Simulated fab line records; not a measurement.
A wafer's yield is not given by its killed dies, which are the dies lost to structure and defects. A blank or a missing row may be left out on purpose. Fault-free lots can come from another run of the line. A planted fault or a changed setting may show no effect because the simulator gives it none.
One fault through the eyes of 2 desks    flow sky130    only its own numbers are on each desk; what lay behind them is given at the end

THE TOOL OWNER'S DESK: pvd-sputter-02
The tool's own readings at SKY_METAL2_SPUTTER_04 (material TiN, target thk 70 nm, time 58.3 s): means of the sampled wafers that have a number, for each lot that ran on this tool. Marked OUT: a lot whose mean sits more than 4 standard deviations from the usual mean, which makes it out of limits; the brackets give that distance.
Columns: A = chamber-pressure-pa at SKY_METAL2_SPUTTER_04, usual 0.4000 Pa; B = throttle-valve-pct at SKY_METAL2_SPUTTER_04, usual 29.3 %
lot   first seen here  A                 B
L790  day 36 16:29     0.4287 (+33) OUT  28.7
L791  day 37 08:11     0.4291 (+34) OUT  29.1
L800  day 40 06:19     0.4002            29.8
L807  day 41 14:24     0.4001            29.0
Finding of this desk: L790, L791 out of limits; the first was L790 at day 36 16:29, on chamber-pressure-pa at SKY_METAL2_SPUTTER_04. In limits: L800, L807.

FROM THE METROLOGY DESK
Lot by lot, what the gauges showed, no matter which tool ran the lot: averages of those sampled wafers that carry a number. Marked OUT: a lot whose mean sits more than 4 standard deviations from the usual mean, which makes it out of limits; the brackets give that distance.
Columns: A = VIA1_W_RS at SKY_VIA1_RS_MEAS_22, usual 0.435 ohm/sq; B = VIA1_W_THK at SKY_VIA1_THK_MEAS_23, usual 270 nm; C = METAL2_ALCU_RS at SKY_METAL2_RS_MEAS_05, usual 0.1266 ohm/sq; D = METAL2_ALCU_THK at SKY_METAL2_THK_MEAS_06, usual 250.3 nm; E = cd-nm at SKY_METAL2_CD_MEAS_15, usual 139.2 nm; F = METAL2_OVL at SKY_METAL2_OVL_MEAS_16, usual -1 nm
lot   first seen here  A      B    C       D      E      F
L784  day 34 20:53     0.439  265  0.1270  249.6  139.3  1
L790  day 36 15:55     0.434  273  0.1272  249.6  138.0  -2
L791  day 37 07:37     0.438  270  0.1266  251.7  140.5  -6
L800  day 40 05:45     0.437  270  0.1263  252.7  138.0  5
L804  day 41 00:13     0.435  272  0.1263  252.2  137.7  -7
L807  day 41 13:50     0.436  270  0.1270  249.9  138.5  2
This desk's finding: nothing out of limits on any of the 6 lots.

PUT TOGETHER
The tool owner's desk could have raised an alarm at day 36 16:29, on L790, L791.
The metrology desk saw nothing out of limits.
The metrology desk holds a record of L790, L791, inside its limits.
The lots listed all ran SKY_METAL2_SPUTTER_04 on pvd-sputter-02.

WHAT WAS PUT IN BY THE SIMULATOR
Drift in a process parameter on pvd-sputter-02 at SKY_METAL2_SPUTTER_04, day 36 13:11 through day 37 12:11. The setting chamber-pressure-pa was moved by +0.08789, starting from 0.4. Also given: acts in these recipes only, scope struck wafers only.
Shown lots that were struck: L790, L791.
Each desk's first reading out of limits, in hours after the fault started: the tool owner's desk, 3.
